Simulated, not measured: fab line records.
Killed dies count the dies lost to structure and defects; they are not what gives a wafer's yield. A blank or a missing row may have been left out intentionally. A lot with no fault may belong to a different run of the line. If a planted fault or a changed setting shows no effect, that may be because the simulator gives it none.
Which of the tools did it?	flow sky130	33 wafers sampled from 11 lots at 1 step of a route of 708

## WHAT THE GAUGES READ, wafer by wafer
SKY_POLY_GATE_CD_MEAS_13 targets a cd of 150 nm. Usual: cd_nm at 150.0 nm, with a standard deviation of 1.3.
lot	measured	on	cd_nm (nm)	flag
L612	day 17 01:10	cd_sem-01	149.8 152.3 151.7	
L619	day 19 00:50	cd_sem-01	148.4 149.1 150.7	
L618	day 19 02:27	cd_sem-01	151.3 152.5 150.5	
L621	day 19 13:13	cd_sem-02	150.8 150.0 149.6	
L622	day 20 07:04	cd_sem-01	148.1 148.0 148.0	
L623	day 20 15:04	cd_sem-02	149.5 150.1 149.6	
L627	day 21 16:36	cd_sem-02	150.4 149.2 148.1	
L628	day 22 03:59	cd_sem-02	152.5 150.7 151.4	
L629	day 22 08:41	cd_sem-01	149.0 148.1 149.0	
L630	day 22 23:57	cd_sem-02	150.8 148.9 150.0	
L633	day 23 23:50	cd_sem-01	151.4 150.9 150.1	

## WHAT TOOL EACH LOT RAN ON (gives the tool, then ch and the chambers of the sampled wafers, and finally the start)
Before these readings, the record contains no process step.

## WHAT THE TOOLS THEMSELVES READ (means of the sampled wafers that have a number; where no wafer has one, the mark that the record gives instead)
The record holds no such reading with a usual standard deviation.

## THE ANSWER, worked out from the rows above alone
Rule: a lot counts as off when the mean over its wafers that have a number is more than 3 standard deviations away from the usual mean. A lot without any number at a reading at which 4 lots or more have one is off too. The other lots that the step has rows for count as sound. After the gauges, taken in route order, come the tools' own readings; for these a lot's mean is taken, as printed above. The first step at which some lot is off is used, and at that step the reading that is off furthest; a lot without a number counts as furthest.
No lot is off at any reading shown: from this, nothing can be told.

## WHAT THE SIMULATOR HAD INSERTED
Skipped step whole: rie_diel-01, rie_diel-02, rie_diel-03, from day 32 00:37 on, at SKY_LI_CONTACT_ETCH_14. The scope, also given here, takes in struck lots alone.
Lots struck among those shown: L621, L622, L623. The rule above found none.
